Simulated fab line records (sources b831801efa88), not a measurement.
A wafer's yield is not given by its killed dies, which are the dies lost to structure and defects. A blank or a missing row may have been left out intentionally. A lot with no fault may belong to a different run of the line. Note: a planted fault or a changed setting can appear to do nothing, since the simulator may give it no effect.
Problem report in the 8D (eight disciplines) form, filled by code	flow sky130	the parts of the form that need people (team, actions taken, sign-off) are left out

## 1. WHAT IS WRONG
Mean of spike tc upper C at SKY_SONOS_ONO_OXIDATION_00: 834.4 C across 9 wafers in 3 lots; on wafers with no fault it is 800.2 C (standard deviation 1.1). Relative to the usual mean, that is a shift of +31 standard deviations.
The step: stabilise 600 s, purge 300 s, target thk 2.6 nm.
Seen first at day 16 03:37 on furnace-02, wafer L567.1. At this step, 39 wafers from 13 lots have a number in the record. By rule, "out" or "out of limits" means more than 4 standard deviations away from the usual mean. The other wafers with a number count as sound.

## 2. WHAT IT IS; WHAT IT IS NOT
question	is	is not
which readings at this step	spike tc upper C, zone power top pct, zone power upper pct	-
which lots	L567, L569, L570	L554, L555, L556, L557, L560, L561, L563, L564, L565, L577
which wafers of those lots	all that have a number	-
read on which tools	furnace-02	furnace-01
when	from day 16 03:37	up to then (27 sound wafers); but 3 sound wafers of L577 came after

## 3. THE SUSPECTS, EACH WITH WHAT RULES IT OUT
Counting: a tool at any process step up to the reading remains a suspect when it ran all the lots that are out and ran no sound lot after the first of those.
- furnace-02 at SKY_SONOS_ONO_OXIDATION_00 (stabilise 600 s, purge 300 s, target thk 2.6 nm): kept. All lots that are out passed through it, beginning with L567 at day 16 03:37, and no sound lot followed; its final sound lot before that point was L564 at day 14 23:46. Its own readings are out on those wafers: spike tc upper C, zone power top pct, zone power upper pct.
After counting, what remains is furnace-02 at SKY_SONOS_ONO_OXIDATION_00.

## 4. THE CAUSE (what the simulator had put in)
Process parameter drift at SKY_SONOS_ONO_OXIDATION_00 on furnace-02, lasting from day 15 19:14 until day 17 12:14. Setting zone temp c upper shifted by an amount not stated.
This tool alone remained once counting was done.

## 5. SEQUENCE OF EFFECTS, ordered by route
One row per reading whose mean, taken over the struck wafers that have a number, lies over 3 standard deviations from the usual. Only readings for which the record gives a usual standard deviation are gone through. hours: the time from each lot's start at the first step in this table that gives one to its start at this step, as a median over the lots. sigmas: the change in usual standard deviations.
hours	step	reading	usual	on struck wafers	change	sigmas
0	SKY_SONOS_ONO_OXIDATION_00	spike tc upper C	800.2 C	834.4	+34.2	+31
0	SKY_SONOS_ONO_OXIDATION_00	zone power centre pct	17.0 %	10.5	-6.5	-4.1
0	SKY_SONOS_ONO_OXIDATION_00	zone power top pct	27.8 %	21.1	-6.7	-13
0	SKY_SONOS_ONO_OXIDATION_00	zone power upper pct	14.6 %	24.0	+9.4	+6.7
Here are the process steps it includes:
- SKY_SONOS_ONO_OXIDATION_00: stabilise 600 s, purge 300 s, target thk 2.6 nm.

## 6. HOW IT WOULD HAVE BEEN CAUGHT EARLIER
The fault began at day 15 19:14; the first out-of-limits reading in this record came at day 16 03:37, 8 hours later.
